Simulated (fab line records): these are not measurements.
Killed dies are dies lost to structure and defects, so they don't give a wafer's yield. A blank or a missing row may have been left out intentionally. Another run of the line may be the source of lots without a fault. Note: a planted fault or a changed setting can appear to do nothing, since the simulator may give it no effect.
Split-lot study || flow sfqLine || route with 325 steps; 5 lots, 15 wafers read

SPLIT DETAILS
At SFQ_TRILAYER_JJ_CE_LITHO_COAT_119 (resist thk 62 nm), the setting spinRpm was moved away from the recipe's 3000 rpm on 6 of the 15 wafers read, by -4.7% to +7.2%. For the rest of the wafers, this setting stayed at what the recipe calls for.

FROM THE SPLIT TO THE READING: what the file shows between them, 3 steps
- SFQ_TRILAYER_JJ_CE_LITHO_COAT_114: resist thk 600 nm
- SFQ_TRILAYER_JJ_CE_LITHO_SOFTBAKE_118
- SFQ_TRILAYER_JJ_CE_METRO_MEASURE_117

THE READING
etch.depthNm (the simulator's own value, which no gauge read), in nm, at SFQ_TRILAYER_JJ_CE_BARC_OPEN_RIE_150 (chemistry O2, target BARC, target depth 240 nm, time 80 s). There is no usual value for it anywhere in the file. Across the 9 wafers here that went through the recipe, the average is 61.94 nm and the standard deviation 0.17 nm.

{"wafer": "L075.1", "tool, chamber at the split": "lithoTrack-01, 0", "spinRpm as run, rpm": 2875, "against the recipe": "-4.2%", "etch.depthNm, nm": 63.38, "against lot-mates on the recipe": "+1.16"}
{"wafer": "L075.3", "tool, chamber at the split": "lithoTrack-01, 0", "spinRpm as run, rpm": 3000, "against the recipe": "recipe", "etch.depthNm, nm": 62.22, "against lot-mates on the recipe": "-"}
{"wafer": "L077.4", "tool, chamber at the split": "lithoTrack-01, 0", "spinRpm as run, rpm": 2858, "against the recipe": "-4.7%", "etch.depthNm, nm": 63.43, "against lot-mates on the recipe": "+1.71"}
{"wafer": "L077.5", "tool, chamber at the split": "lithoTrack-01, 0", "spinRpm as run, rpm": 2858, "against the recipe": "-4.7%", "etch.depthNm, nm": 63.1, "against lot-mates on the recipe": "+1.38"}
{"wafer": "L077.6", "tool, chamber at the split": "lithoTrack-01, 0", "spinRpm as run, rpm": 3000, "against the recipe": "recipe", "etch.depthNm, nm": 61.72, "against lot-mates on the recipe": "-"}
{"wafer": "L079.2", "tool, chamber at the split": "lithoTrack-04, 0", "spinRpm as run, rpm": 3000, "against the recipe": "recipe", "etch.depthNm, nm": 62.06, "against lot-mates on the recipe": "-"}
{"wafer": "L079.4", "tool, chamber at the split": "lithoTrack-04, 0", "spinRpm as run, rpm": 3000, "against the recipe": "recipe", "etch.depthNm, nm": 62, "against lot-mates on the recipe": "-"}
{"wafer": "L079.5", "tool, chamber at the split": "lithoTrack-04, 0", "spinRpm as run, rpm": 3000, "against the recipe": "recipe", "etch.depthNm, nm": 61.89, "against lot-mates on the recipe": "-"}
{"wafer": "L083.3", "tool, chamber at the split": "lithoTrack-01, 0", "spinRpm as run, rpm": 3000, "against the recipe": "recipe", "etch.depthNm, nm": 62.01, "against lot-mates on the recipe": "-"}
{"wafer": "L083.6", "tool, chamber at the split": "lithoTrack-01, 0", "spinRpm as run, rpm": 3097, "against the recipe": "+3.2%", "etch.depthNm, nm": 60.95, "against lot-mates on the recipe": -1.06}
{"wafer": "L084.1", "tool, chamber at the split": "lithoTrack-04, 0", "spinRpm as run, rpm": 3215, "against the recipe": "+7.2%", "etch.depthNm, nm": 59.92, "against lot-mates on the recipe": -1.94}
{"wafer": "L084.2", "tool, chamber at the split": "lithoTrack-04, 0", "spinRpm as run, rpm": 3000, "against the recipe": "recipe", "etch.depthNm, nm": 61.73, "against lot-mates on the recipe": "-"}
{"wafer": "L084.3", "tool, chamber at the split": "lithoTrack-04, 0", "spinRpm as run, rpm": 3215, "against the recipe": "+7.2%", "etch.depthNm, nm": 59.72, "against lot-mates on the recipe": -2.14}
{"wafer": "L084.4", "tool, chamber at the split": "lithoTrack-04, 0", "spinRpm as run, rpm": 3000, "against the recipe": "recipe", "etch.depthNm, nm": 61.76, "against lot-mates on the recipe": "-"}
{"wafer": "L084.5", "tool, chamber at the split": "lithoTrack-04, 0", "spinRpm as run, rpm": 3000, "against the recipe": "recipe", "etch.depthNm, nm": 62.08, "against lot-mates on the recipe": "-"}

FIT RESULTS
A straight line over all 15 wafers: etch.depthNm changes by -0.297 nm for each +1% of spinRpm; r = -0.99; the points scatter about the line by 0.17 nm.
The same after taking each lot's own level away (the mean of its wafers on the recipe; 15 wafers): -0.297 nm for each +1%; r = -0.99; scatter 0.13 nm.
On that fit, the largest move of spinRpm shifts the reading by 2.1 nm.
The lots' own levels span 61.720 to 62.220 nm, that is 3.0 times the standard deviation above.
So the lot-to-lot level changes the slope little: the two slopes agree.
Check: -2.2 nm against its lot-mates is what the line predicts for one of the wafers moved furthest among these (+7.2%) when that wafer is left out of the fit. Against them it came out at -1.94 nm.

OTHER SPLITS APPLIED TO THESE WAFERS
Before the reading, these wafers also passed through other splits. Each is held against what the fit with the lots' levels taken away leaves over:
{"other split on the same wafers": "SFQ_TRILAYER_I4_VIA_LITHO_COAT_103 resistThkNm", "wafers away from the commonest value": 4, "r with etch.depthNm (lot level and that fit taken away)": -0.03}

THE WHOLE CHAIN: every reading that the file lists as answering this split, in the file's order
{"step": "SFQ_TRILAYER_JJ_CE_LITHO_COAT_119", "what it does": "resist thk 62 nm", "reading": "BARC_of_TRILAYER_JJ_CE_LITHO_COAT_119.thkNm (the simulator's own value, which no gauge read)", "change (the file's fit)": "-0.29 nm for each +1% of the setting", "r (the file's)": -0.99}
{"step": "SFQ_TRILAYER_JJ_CE_BARC_OPEN_RIE_150", "what it does": "chemistry O2, target BARC, target depth 240 nm, time 80 s", "reading": "etch.depthNm (the simulator's own value, which no gauge read)", "change (the file's fit)": "-0.293 nm for each +1% of the setting", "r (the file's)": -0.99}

THE FILE'S OWN FIT
etch.depthNm changes by -0.293 nm for each +1% of spinRpm, r = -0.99.
